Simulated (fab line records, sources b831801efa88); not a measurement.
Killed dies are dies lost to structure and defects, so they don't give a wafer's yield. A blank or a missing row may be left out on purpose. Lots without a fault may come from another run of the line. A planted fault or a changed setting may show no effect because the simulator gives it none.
fab line records | flow sky130
record lots=12 wafers=36 last_day=50
route steps=708 shown SONOS_ONO@168 CONTACT@432 METAL1@436 VIA1@472
lots that met no fault: from a run of the same line without faults
start_h: hours from the record's first day to the start of the lot's first wafer shown | wait_h: hours since the lot's step before | " the same as in the row above | L1.1+2: a row that stands for several wafers | - no value, or no start given | * or withheld: withheld | < > ~ a bound
route shown NAME@n: a module of which the file shows steps, and the number in the route of the first | usual: mean/standard deviation of fault-free wafers | same: alike in all rows | chamber/n: place in a boat | sites: the reading at each site | _std_site: their standard deviation | _edge_site: outer sites' mean less inner sites' | radius_mm: how far each site lies from the wafer's centre | mask NAME#n: copy n | behind: the tool/chamber that last shaped the wafer | hold: why the lot was held/for how many hours/how that ended | device: the transistor (n, p or np) that didn't switch | end of line: the same wafers' tests at the end of the route | a step without rows: its recipe alone | killed: dies lost to structure and defects at the first sort, not the wafer's yield | map: a wafer's dies, x killed, . not, _ none there
set.NAME: the setting as run; set.NAME@STEP: as run at that earlier step | model.NAME: the simulator's own value behind a step, which no gauge read
steps of the route over a sample of lots; a table a step, a row a wafer
services: from which hour (start_h, from the record's first day; less than 0 if before it) a tool's chamber was out of use, for how many hours, and why
## steps
# step SKY_SONOS_ONO_OXIDATION_00
# recipe temp_c=800 ambient=O2 idle_temp_c=700 ramp_up_c_per_min=10 ramp_down_c_per_min=3 stabilise_s=600 purge_s=300 target_thk_a=26 ox_time_s=1249
# usual tube_center_temp_C=799.99/0.068
# columns lot.wafer tool chamber start_h wait_h tube_center_temp_C
L832.1 furnace-02 0 269.78 3.6 800.04
L832.2 " 0 " " 799.91
L832.5 " 0 " " 799.95
L833.2 furnace-01 0 274.39 1.4 800.01
L833.3 " 0 " " 799.96
L833.6 " 0 " " 799.95
L834.1 furnace-02 0 282.54 2.0 799.9
L834.3 " 0 " " 799.95
L834.4 " 0 " " 799.92
L838.1 furnace-02 0 314.45 4.8 800
L838.3 " 0 " " 799.96
L838.4 " 0 " " 799.88
L839.2 furnace-01 0 325.98 1.6 800.11
L839.4 " 0 " " 799.97
L839.5 " 0 " " 799.99
L840.4 furnace-01 0 333.03 1.1 800.08
L840.5 " 0 " " 800.11
L840.6 " 0 " " 800.12
L841.1 furnace-01 0 341.39 0.0 799.95
L841.3 " 0 " " 800.06
L841.4 " 0 " " 800.07
L845.1 furnace-02 0 370.01 0.5 799.86
L845.2 " 0 " " 799.98
L845.6 " 0 " " 799.9
L846.2 furnace-02 0 372.85 1.0 800.02
L846.4 " 0 " " 800.07
L846.5 " 0 " " 799.98
L848.4 furnace-01 0 389.28 1.3 800.04
L848.5 " 0 " " 799.95
L848.6 " 0 " " 799.99
L850.2 furnace-01 0 405.84 0.6 800.05
L850.3 " 0 " " 799.94
L850.5 " 0 " " 799.94
L853.2 furnace-02 0 435.06 0.0 799.91
L853.4 " 0 " " 799.96
L853.5 " 0 " " 800.05
# step SKY_SONOS_ONO_THK_MEAS_01
# recipe reads=SiO2_of_SONOS_ONO_OXIDATION_00
# usual SONOS_ONO_OXIDATION_THK=2.62/0.059
# columns lot.wafer tool chamber start_h wait_h SONOS_ONO_OXIDATION_THK[nm]
L832.1 film_metro-03 - 271.13 0.0 2.62
L832.2 " - " " 2.64
L832.5 " - " " 2.64
L833.2 film_metro-02 - 275.75 0.0 2.51
L833.3 " - " " 2.57
L833.6 " - " " 2.56
L834.1 film_metro-03 - 283.89 0.0 2.64
L834.3 " - " " 2.63
L834.4 " - " " 2.60
L838.1 film_metro-01 - 315.80 0.0 2.68
L838.3 " - " " 2.66
L838.4 " - " " 2.67
L839.2 film_metro-02 - 327.33 0.0 2.77
L839.4 " - " " 2.67
L839.5 " - " " 2.62
L840.4 film_metro-01 - 334.40 0.0 2.66
L840.5 " - " " 2.63
L840.6 " - " " 2.66
L841.1 film_metro-03 - 342.74 0.0 2.63
L841.3 " - " " 2.68
L841.4 " - " " 2.64
L845.1 film_metro-01 - 371.35 0.0 2.63
L845.2 " - " " 2.59
L845.6 " - " " 2.64
L846.2 film_metro-03 - 374.21 0.0 2.80
L846.4 " - " " 2.77
L846.5 " - " " 2.76
L848.4 film_metro-02 - 390.65 0.0 2.77
L848.5 " - " " 2.87
L848.6 " - " " 2.84
L850.2 film_metro-02 - 407.19 0.0 2.75
L850.3 " - " " 2.84
L850.5 " - " " 2.80
L853.2 film_metro-03 - 436.42 0.0 2.60
L853.4 " - " " 2.62
L853.5 " - " " 2.66
# step SKY_CONTACT_THK_MEAS_26
# recipe thk_meas_gauge=xrf reads=W_of_CONTACT_CVD_24
# usual CONTACT_W_THK=337/5.6
# columns lot.wafer tool chamber start_h wait_h CONTACT_W_THK[nm]
L832.1 film_metro-02 - 753.85 0.1 336
L832.2 " - " " 334
L832.5 " - " " 335
L833.2 film_metro-01 - 759.25 0.1 339
L833.3 " - " " 336
L833.6 " - " " 337
L834.1 film_metro-02 - 772.80 0.1 348
L834.3 " - " " 343
L834.4 " - " " 331
L838.1 film_metro-03 - 803.82 0.1 333
L838.3 " - " " 337
L838.4 " - " " 336
L839.2 film_metro-03 - 812.66 0.1 336
L839.4 " - " " 336
L839.5 " - " " 335
L840.4 film_metro-01 - 820.57 0.1 350
L840.5 " - " " 346
L840.6 " - " " 337
L841.1 film_metro-02 - 828.47 0.1 336
L841.3 " - " " 331
L841.4 " - " " 334
L845.1 film_metro-01 - 852.72 0.1 332
L845.2 " - " " 333
L845.6 " - " " 338
L846.2 film_metro-01 - 855.58 0.1 336
L846.4 " - " " 342
L846.5 " - " " 340
L848.4 film_metro-02 - 867.48 0.1 337
L848.5 " - " " 342
L848.6 " - " " 336
L850.2 film_metro-01 - 889.04 0.1 335
L850.3 " - " " 336
L850.5 " - " " 342
L853.2 film_metro-01 - 905.16 0.1 333
L853.4 " - " " 333
L853.5 " - " " 334
# step SKY_METAL1_SPUTTER_02
# recipe material=AlCu target_thk_nm=250 power_w=10600 time_s=13.3 chamber_pressure_pa=0.4
# usual throttle_valve_pct=30.1/0.93
# columns lot.wafer tool chamber start_h wait_h throttle_valve_pct
L832.1 pvd_sputter-01 - 754.26 0.0 30.2
L832.2 " - " " 29.5
L832.5 " - " " 31.0
L833.2 pvd_sputter-01 - 759.65 0.0 30.3
L833.3 " - " " 31.1
L833.6 " - " " 30.9
L834.1 pvd_sputter-04 - 773.21 0.0 29.2
L834.3 " - " " 29.7
L834.4 " - " " 31.6
L838.1 pvd_sputter-04 - 804.23 0.0 29.4
L838.3 " - " " 29.8
L838.4 " - " " 29.1
L839.2 pvd_sputter-04 - 813.06 0.0 29.1
L839.4 " - " " 31.5
L839.5 " - " " 29.2
L840.4 pvd_sputter-01 - 820.95 0.0 30.8
L840.5 " - " " 29.7
L840.6 " - " " 30.2
L841.1 pvd_sputter-01 - 828.88 0.0 29.7
L841.3 " - " " 30.4
L841.4 " - " " 31.5
L845.1 pvd_sputter-02 - 853.42 0.0 30.1
L845.2 " - " " 29.7
L845.6 " - " " 30.5
L846.2 pvd_sputter-04 - 856.02 0.0 31.5
L846.4 " - " " 29.5
L846.5 " - " " 29.0
L848.4 pvd_sputter-01 - 867.85 0.0 29.5
L848.5 " - " " 30.3
L848.6 " - " " 29.5
L850.2 pvd_sputter-04 - 889.58 0.0 29.3
L850.3 " - " " 31.6
L850.5 " - " " 29.5
L853.2 pvd_sputter-02 - 905.56 0.0 30.1
L853.4 " - " " 30.9
L853.5 " - " " 28.4
# step SKY_VIA1_ETCH_14
# recipe chemistry=N2/H2 target=BARC ion_energy_ev=200 source_w=500 bias_w=100 pressure_mtorr=30 n2_flow_sccm=100 h2_flow_sccm=200 stop_on=SiO2 time_s=45.9 target_depth_a=600
# usual drypump_motor_current_A=5.8/0.4 oes_product_au=0.855/0.0044 throttle_valve_pct=13.226/0.011
# columns lot.wafer tool chamber start_h wait_h drypump_motor_current_A oes_product_au rf_hours_counter_h throttle_valve_pct
L832.1 rie_diel-01 3 810.38 0.0 5.5 0.849 6 13.203
L832.2 " 2 " " 6.8 0.853 14 13.230
L832.5 " 2 " " 6.8 0.858 - 13.219
L833.2 rie_diel-03 3 815.83 0.0 5.5 0.855 17 13.243
L833.3 " 0 " " 5.8 0.848 19 13.231
L833.6 " 2 " " 6.3 0.854 - 13.223
L834.1 rie_diel-01 2 828.43 0.0 6.8 0.853 15 13.221
L834.3 " 0 " " 5.4 0.862 6 13.236
L834.4 " 1 " " 5.3 0.856 11 13.215
L838.1 rie_diel-02 1 858.23 0.0 5.7 0.860 3 13.223
L838.3 " 2 " " 6.0 0.853 10 13.243
L838.4 " 3 " " 5.3 0.848 14 13.223
L839.2 rie_diel-03 0 866.63 0.0 5.9 0.857 21 13.227
L839.4 " 2 " " 6.3 0.857 - 13.222
L839.5 " 0 " " 5.9 0.855 - 13.229
L840.4 rie_diel-02 1 875.80 0.0 5.7 0.853 - 13.224
L840.5 " 0 " " 5.6 0.853 - 13.233
L840.6 " 2 " " 6.0 0.864 - 13.218
L841.1 rie_diel-02 2 882.93 0.0 6.0 0.865 11 13.222
L841.3 " 1 " " 5.7 0.860 4 13.214
L841.4 " 2 " " 6.0 0.843 - 13.222
L845.1 rie_diel-01 0 907.04 0.0 5.4 0.854 8 13.219
L845.2 " 2 " " 6.8 0.850 18 13.204
L845.6 " 3 " " 5.5 0.859 - 13.204
L846.2 rie_diel-03 2 908.53 0.0 6.3 0.854 10 13.230
L846.4 " 3 " " 5.5 0.861 - 13.232
L846.5 " 2 " " 6.3 0.851 - 13.223
L848.4 rie_diel-02 3 920.59 0.0 5.3 0.855 15 13.230
L848.5 " 2 " " 6.1 0.859 - 13.229
L848.6 " 3 " " 5.2 0.856 - 13.226
L850.2 rie_diel-01 3 941.64 0.0 5.5 0.850 10 13.206
L850.3 " 0 " " 5.5 0.858 10 13.214
L850.5 " 2 " " 6.8 0.851 - 13.241
L853.2 rie_diel-03 2 956.65 0.0 6.3 0.853 11 13.209
L853.4 " 0 " " 5.8 0.857 23 13.203
L853.5 " 1 " " 5.5 0.858 - 13.242
## services
# columns tool chamber start_h hours kind
pvd_sputter-01 - 247.40 1.1 repair
furnace-02 - 250.50 4.0 pm
furnace-01 - 255.10 13.6 pm
furnace-01 - 285.09 28.3 pm
furnace-01 - 313.37 4.5 pm
furnace-02 - 418.04 3.6 pm
furnace-01 - 480.58 3.4 pm
furnace-01 - 514.44 4.0 pm
furnace-02 - 533.14 6.7 repair
furnace-02 - 585.63 2.6 pm
pvd_sputter-01 - 637.74 9.2 repair
furnace-01 - 649.73 3.3 pm
furnace-01 - 654.04 8.4 repair
pvd_sputter-04 - 655.05 2.6 repair
furnace-02 - 754.70 4.0 pm
furnace-02 - 762.17 4.9 pm
furnace-02 - 772.28 4.3 pm
furnace-01 - 796.06 11.2 repair
furnace-01 - 807.30 3.3 pm
furnace-01 - 816.55 3.1 pm
furnace-01 - 820.79 3.9 repair
furnace-01 - 876.35 2.1 pm
furnace-02 - 904.67 6.6 pm
furnace-02 - 921.63 3.1 pm
## key
first_sign step=SKY_SONOS_ONO_THK_MEAS_01 reading=SONOS_ONO_OXIDATION_THK direction=up sigmas=3.2 usual=2.62 struck=2.81
effect none on later readings
met_at SKY_SONOS_ONO_OXIDATION_00
struck_lots L848,L850
tester_left_out L848,L850
not_acting_at SKY_CONTACT_THK_MEAS_26,SKY_METAL1_SPUTTER_02,SKY_VIA1_ETCH_14
onset_between 341.39 389.28
fault kind=process_parameter_drift tool=furnace-01 chamber=- onset_h=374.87 steps=SKY_SONOS_ONO_OXIDATION_00 channel=ox_time_s offset=* shape=step end_h=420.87 acts_in=* stated=*
# tester_left_out: of these lots the tester's yield and bins aren't shown, on N5 and GAA mostly nor the transistor test; their killed dies are dies lost to structure and defects alone, not to doping, threshold or leakage, so they don't give the yield
